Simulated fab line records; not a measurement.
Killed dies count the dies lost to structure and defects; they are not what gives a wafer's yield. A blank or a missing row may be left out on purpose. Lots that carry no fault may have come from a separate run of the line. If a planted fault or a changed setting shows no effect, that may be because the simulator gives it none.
Which of the tools did it? || flow gf180mcu || 24 lots, 72 wafers sampled, at 3 steps of a route of 602

## WHAT EACH GAUGE READ, for each wafer
GF_V1_THK_MEAS_03. Usual: for V1_CVD_02_THK the level is 851 nm and the standard deviation is 10.
{"lot": "L074", "measured": "day 17 00:07", "on": "filmMetro-04", "V1_CVD_02_THK (nm)": "863 857 871", "flag": ""}
{"lot": "L075", "measured": "day 17 08:13", "on": "filmMetro-01", "V1_CVD_02_THK (nm)": "838 848 858", "flag": ""}
{"lot": "L076", "measured": "day 17 23:05", "on": "filmMetro-01", "V1_CVD_02_THK (nm)": "839 859 858", "flag": ""}
{"lot": "L077", "measured": "day 18 04:51", "on": "filmMetro-03", "V1_CVD_02_THK (nm)": "853 849 857", "flag": ""}
{"lot": "L078", "measured": "day 18 17:14", "on": "filmMetro-01", "V1_CVD_02_THK (nm)": "842 845 850", "flag": ""}
{"lot": "L079", "measured": "day 19 01:39", "on": "filmMetro-03", "V1_CVD_02_THK (nm)": "841 842 843", "flag": ""}
{"lot": "L080", "measured": "day 19 13:01", "on": "filmMetro-04", "V1_CVD_02_THK (nm)": "853 861 867", "flag": ""}
{"lot": "L081", "measured": "day 20 02:24", "on": "filmMetro-04", "V1_CVD_02_THK (nm)": "844 855 858", "flag": ""}
{"lot": "L082", "measured": "day 20 02:43", "on": "filmMetro-01", "V1_CVD_02_THK (nm)": "839 864 867", "flag": ""}
{"lot": "L083", "measured": "day 20 19:38", "on": "filmMetro-03", "V1_CVD_02_THK (nm)": "851 871 860", "flag": ""}
{"lot": "L084", "measured": "day 21 04:17", "on": "filmMetro-04", "V1_CVD_02_THK (nm)": "847 870 855", "flag": ""}
{"lot": "L085", "measured": "day 21 05:34", "on": "filmMetro-03", "V1_CVD_02_THK (nm)": "844 863 847", "flag": ""}
{"lot": "L086", "measured": "day 21 15:09", "on": "filmMetro-01", "V1_CVD_02_THK (nm)": "837 846 847", "flag": ""}
{"lot": "L087", "measured": "day 21 22:44", "on": "filmMetro-03", "V1_CVD_02_THK (nm)": "843 852 850", "flag": ""}
{"lot": "L088", "measured": "day 22 12:23", "on": "filmMetro-03", "V1_CVD_02_THK (nm)": "855 859 862", "flag": ""}
{"lot": "L089", "measured": "day 22 17:40", "on": "filmMetro-04", "V1_CVD_02_THK (nm)": "844 847 860", "flag": ""}
{"lot": "L090", "measured": "day 23 09:49", "on": "filmMetro-04", "V1_CVD_02_THK (nm)": "859 854 858", "flag": ""}
{"lot": "L091", "measured": "day 23 11:50", "on": "filmMetro-03", "V1_CVD_02_THK (nm)": "844 845 855", "flag": ""}
{"lot": "L092", "measured": "day 23 17:20", "on": "filmMetro-01", "V1_CVD_02_THK (nm)": "852 850 860", "flag": ""}
{"lot": "L093", "measured": "day 24 03:09", "on": "filmMetro-03", "V1_CVD_02_THK (nm)": "862 850 860", "flag": ""}
{"lot": "L094", "measured": "day 24 12:20", "on": "filmMetro-04", "V1_CVD_02_THK (nm)": "834 835 847", "flag": ""}
{"lot": "L095", "measured": "day 24 21:24", "on": "filmMetro-04", "V1_CVD_02_THK (nm)": "835 847 853", "flag": ""}
{"lot": "L096", "measured": "day 24 22:50", "on": "filmMetro-03", "V1_CVD_02_THK (nm)": "843 858 861", "flag": ""}
{"lot": "L097", "measured": "day 25 04:49", "on": "filmMetro-04", "V1_CVD_02_THK (nm)": "849 872 863", "flag": ""}

GF_V1_OVL_MEAS_15. Usual: for V1_OVL the level is 5 nm and the standard deviation is 5.3.
{"lot": "L074", "measured": "day 17 23:54", "on": "overlay-01", "V1_OVL (nm)": "-1 4 5", "flag": ""}
{"lot": "L075", "measured": "day 18 08:27", "on": "overlay-02", "V1_OVL (nm)": "-1 5 6", "flag": ""}
{"lot": "L076", "measured": "day 18 22:59", "on": "overlay-01", "V1_OVL (nm)": "18 12 16", "flag": ""}
{"lot": "L077", "measured": "day 19 05:18", "on": "overlay-02", "V1_OVL (nm)": "4 11 6", "flag": ""}
{"lot": "L078", "measured": "day 19 18:21", "on": "overlay-01", "V1_OVL (nm)": "-5 -5 -1", "flag": ""}
{"lot": "L079", "measured": "day 20 02:26", "on": "overlay-02", "V1_OVL (nm)": "-3 5 -2", "flag": ""}
{"lot": "L080", "measured": "day 20 13:44", "on": "overlay-01", "V1_OVL (nm)": "11 14 9", "flag": ""}
{"lot": "L081", "measured": "day 21 02:57", "on": "overlay-01", "V1_OVL (nm)": "-4 9 -1", "flag": ""}
{"lot": "L082", "measured": "day 21 03:18", "on": "overlay-02", "V1_OVL (nm)": "8 9 14", "flag": ""}
{"lot": "L083", "measured": "day 21 20:11", "on": "overlay-01", "V1_OVL (nm)": "-2 11 1", "flag": ""}
{"lot": "L084", "measured": "day 22 04:41", "on": "overlay-02", "V1_OVL (nm)": "5 2 2", "flag": ""}
{"lot": "L085", "measured": "day 22 06:17", "on": "overlay-02", "V1_OVL (nm)": "13 11 4", "flag": ""}
{"lot": "L086", "measured": "day 22 15:02", "on": "overlay-01", "V1_OVL (nm)": "11 11 4", "flag": ""}
{"lot": "L087", "measured": "day 22 22:45", "on": "overlay-01", "V1_OVL (nm)": "8 3 5", "flag": ""}
{"lot": "L088", "measured": "day 23 11:29", "on": "overlay-01", "V1_OVL (nm)": "3 -1 0", "flag": ""}
{"lot": "L089", "measured": "day 23 16:32", "on": "overlay-01", "V1_OVL (nm)": "12 8 9", "flag": ""}
{"lot": "L090", "measured": "day 24 07:52", "on": "overlay-02", "V1_OVL (nm)": "13 4 7", "flag": ""}
{"lot": "L091", "measured": "day 24 10:23", "on": "overlay-02", "V1_OVL (nm)": "3 -1 0", "flag": ""}
{"lot": "L092", "measured": "day 24 15:29", "on": "overlay-01", "V1_OVL (nm)": "-2 0 0", "flag": ""}
{"lot": "L093", "measured": "day 25 01:18", "on": "overlay-01", "V1_OVL (nm)": "1 8 3", "flag": ""}
{"lot": "L094", "measured": "day 25 09:36", "on": "overlay-01", "V1_OVL (nm)": "-1 7 4", "flag": ""}
{"lot": "L095", "measured": "day 25 21:50", "on": "overlay-01", "V1_OVL (nm)": "7 8 7", "flag": ""}
{"lot": "L096", "measured": "day 25 23:24", "on": "overlay-01", "V1_OVL (nm)": "6 7 4", "flag": ""}
{"lot": "L097", "measured": "day 26 03:14", "on": "overlay-01", "V1_OVL (nm)": "9 15 6", "flag": ""}

GF_V2_THK_MEAS_03. Usual: for V2_CVD_02_THK the level is 853 nm and the standard deviation is 9.3.
{"lot": "L074", "measured": "day 19 02:16", "on": "filmMetro-04", "V2_CVD_02_THK (nm)": "856 848 857", "flag": ""}
{"lot": "L075", "measured": "day 19 11:20", "on": "filmMetro-04", "V2_CVD_02_THK (nm)": "843 844 853", "flag": ""}
{"lot": "L076", "measured": "day 20 01:40", "on": "filmMetro-04", "V2_CVD_02_THK (nm)": "840 857 853", "flag": ""}
{"lot": "L077", "measured": "day 20 08:25", "on": "filmMetro-02", "V2_CVD_02_THK (nm)": "849 848 860", "flag": ""}
{"lot": "L078", "measured": "day 20 21:24", "on": "filmMetro-02", "V2_CVD_02_THK (nm)": "854 839 848", "flag": ""}
{"lot": "L079", "measured": "day 21 04:53", "on": "filmMetro-04", "V2_CVD_02_THK (nm)": "842 857 845", "flag": ""}
{"lot": "L080", "measured": "day 21 15:47", "on": "filmMetro-03", "V2_CVD_02_THK (nm)": "847 861 866", "flag": ""}
{"lot": "L081", "measured": "day 22 04:40", "on": "filmMetro-03", "V2_CVD_02_THK (nm)": "856 861 868", "flag": ""}
{"lot": "L082", "measured": "day 22 04:56", "on": "filmMetro-04", "V2_CVD_02_THK (nm)": "859 864 866", "flag": ""}
{"lot": "L083", "measured": "day 22 22:02", "on": "filmMetro-04", "V2_CVD_02_THK (nm)": "845 866 878", "flag": ""}
{"lot": "L084", "measured": "day 23 06:12", "on": "filmMetro-04", "V2_CVD_02_THK (nm)": "847 871 863", "flag": ""}
{"lot": "L085", "measured": "day 23 07:31", "on": "filmMetro-04", "V2_CVD_02_THK (nm)": "846 852 859", "flag": ""}
{"lot": "L086", "measured": "day 23 16:15", "on": "filmMetro-04", "V2_CVD_02_THK (nm)": "849 841 838", "flag": ""}
{"lot": "L087", "measured": "day 23 23:05", "on": "filmMetro-03", "V2_CVD_02_THK (nm)": "852 860 849", "flag": ""}
{"lot": "L088", "measured": "day 24 11:42", "on": "filmMetro-04", "V2_CVD_02_THK (nm)": "844 859 860", "flag": ""}
{"lot": "L089", "measured": "day 24 17:23", "on": "filmMetro-03", "V2_CVD_02_THK (nm)": "848 862 858", "flag": ""}
{"lot": "L090", "measured": "day 25 07:48", "on": "filmMetro-02", "V2_CVD_02_THK (nm)": "860 858 860", "flag": ""}
{"lot": "L091", "measured": "day 25 09:31", "on": "filmMetro-03", "V2_CVD_02_THK (nm)": "850 865 854", "flag": ""}
{"lot": "L092", "measured": "day 25 15:16", "on": "filmMetro-02", "V2_CVD_02_THK (nm)": "844 850 850", "flag": ""}
{"lot": "L093", "measured": "day 26 01:26", "on": "filmMetro-04", "V2_CVD_02_THK (nm)": "847 842 846", "flag": ""}
{"lot": "L094", "measured": "day 26 10:01", "on": "filmMetro-02", "V2_CVD_02_THK (nm)": "849 863 853", "flag": ""}
{"lot": "L095", "measured": "day 26 20:56", "on": "filmMetro-02", "V2_CVD_02_THK (nm)": "847 859 864", "flag": ""}
{"lot": "L096", "measured": "day 26 23:06", "on": "filmMetro-04", "V2_CVD_02_THK (nm)": "836 851 848", "flag": ""}
{"lot": "L097", "measured": "day 27 02:05", "on": "filmMetro-02", "V2_CVD_02_THK (nm)": "845 869 867", "flag": ""}

## TOOL THAT RAN EACH LOT (tool first, then ch and the chambers of the sampled wafers, then the start)
The record holds no process step before these readings.

## AS READ BY THE TOOLS THEMSELVES (means over the sampled wafers that have a number; for cases with no such wafer, the mark the record gives instead)
The record holds no such reading with a usual standard deviation.

## THE ANSWER, worked out from the rows above alone
Rule: take the mean of a lot's wafers that have a number; if it is more than 3 standard deviations from the usual mean, the lot is off. Also off: a lot with no number at a reading for which 4 or more lots have one. Any other lot the step has rows for is counted as sound. After the gauges, taken in route order, come the tools' own readings; for these a lot's mean is taken, as printed above. The first step at which some lot is off is used, and at that step the reading that is off furthest; a lot without a number counts as furthest.
None of the lots is off at any reading shown; this tells nothing.

## WHAT THE SIMULATOR HAD PUT IN
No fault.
